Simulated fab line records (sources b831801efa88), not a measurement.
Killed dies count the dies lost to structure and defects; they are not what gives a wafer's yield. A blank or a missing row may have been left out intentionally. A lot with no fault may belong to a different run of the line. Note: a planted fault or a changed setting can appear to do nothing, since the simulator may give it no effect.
Chamber matching || flow sky130 || SKY_PASSIVATION_CVD_00 on pecvd-04 has 3 sister chambers
The step deposits SiO2, target thk 90 nm. 16 wafers are shown with their chamber, then 8 later ones without.

## WAFERS, EACH WITH ITS CHAMBER
{"wafer": "L837.2", "chamber": 2, "heater-power-outer-w (W)": 414, "heater-power-w (W)": 695}
{"wafer": "L837.5", "chamber": 2, "heater-power-outer-w (W)": 424, "heater-power-w (W)": 703}
{"wafer": "L837.6", "chamber": 0, "heater-power-outer-w (W)": 393, "heater-power-w (W)": 694}
{"wafer": "L838.1", "chamber": 1, "heater-power-outer-w (W)": 385, "heater-power-w (W)": 649}
{"wafer": "L838.2", "chamber": 2, "heater-power-outer-w (W)": 442, "heater-power-w (W)": 726}
{"wafer": "L838.3", "chamber": 0, "heater-power-outer-w (W)": 414, "heater-power-w (W)": 738}
{"wafer": "L840.1", "chamber": 0, "heater-power-outer-w (W)": 355, "heater-power-w (W)": 647}
{"wafer": "L840.3", "chamber": 1, "heater-power-outer-w (W)": 374, "heater-power-w (W)": 633}
{"wafer": "L840.6", "chamber": 2, "heater-power-outer-w (W)": 440, "heater-power-w (W)": 706}
{"wafer": "L842.1", "chamber": 1, "heater-power-outer-w (W)": 406, "heater-power-w (W)": 696}
{"wafer": "L842.2", "chamber": 2, "heater-power-outer-w (W)": 429, "heater-power-w (W)": 701}
{"wafer": "L842.5", "chamber": 0, "heater-power-outer-w (W)": 408, "heater-power-w (W)": 701}
{"wafer": "L843.3", "chamber": 0, "heater-power-outer-w (W)": 374, "heater-power-w (W)": 659}
{"wafer": "L843.4", "chamber": 0, "heater-power-outer-w (W)": 375, "heater-power-w (W)": 656}
{"wafer": "L843.5", "chamber": 1, "heater-power-outer-w (W)": 413, "heater-power-w (W)": 685}
{"wafer": "L853.1", "chamber": 2, "heater-power-outer-w (W)": 494, "heater-power-w (W)": 769}

SIGNATURES (averages over the wafers above)
{"reading": "heater-power-outer-w", "chamber 0": 386.50, "chamber 1": 394.50, "chamber 2": 440.50, "scatter within a chamber": 24}
{"reading": "heater-power-w", "chamber 0": 682.50, "chamber 1": 665.75, "chamber 2": 716.67, "scatter within a chamber": 31.1}
Rule: distance of a wafer from a chamber = root of the sum over the readings of ((wafer's reading minus chamber's mean) / reading's scatter) squared. If the next closest chamber is less than 2 further off than the closest, the wafer can't be placed; otherwise it belongs to the closest. The scatter: the root of (the sum of the squares of (reading less its chamber's mean) over the shown wafers, divided by (wafers less chambers)).

## WAFERS MISSING THEIR CHAMBER
{"wafer": "L853.4", "heater-power-outer-w (W)": 394, "heater-power-w (W)": 701}
{"wafer": "L853.6", "heater-power-outer-w (W)": 393, "heater-power-w (W)": 663}
{"wafer": "L854.2", "heater-power-outer-w (W)": 362, "heater-power-w (W)": 647}
{"wafer": "L854.3", "heater-power-outer-w (W)": 527, "heater-power-w (W)": 826}
{"wafer": "L854.6", "heater-power-outer-w (W)": 386, "heater-power-w (W)": 655}
{"wafer": "L857.2", "heater-power-outer-w (W)": 423, "heater-power-w (W)": 691}
{"wafer": "L857.3", "heater-power-outer-w (W)": 310, "heater-power-w (W)": 600}
{"wafer": "L857.4", "heater-power-outer-w (W)": 473, "heater-power-w (W)": 760}

## WHICH CHAMBER EACH WENT THROUGH
{"wafer": "L853.4", "from the rows above": "can't be placed: 0 or 1 or 2", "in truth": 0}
{"wafer": "L853.6", "from the rows above": "can't be placed: 1 or 0", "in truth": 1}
{"wafer": "L854.2", "from the rows above": "can't be placed: 1 or 0", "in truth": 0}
{"wafer": "L854.3", "from the rows above": 2, "in truth": 2}
{"wafer": "L854.6", "from the rows above": "can't be placed: 1 or 0", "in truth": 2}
{"wafer": "L857.2", "from the rows above": "can't be placed: 2 or 1 or 0", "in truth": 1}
{"wafer": "L857.3", "from the rows above": "can't be placed: 1 or 0", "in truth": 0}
{"wafer": "L857.4", "from the rows above": 2, "in truth": 2}
Placed correctly: 2 of 8. Unplaceable from these rows: 6, with the true chamber sitting among the candidates in 5. 0 placed wrongly.
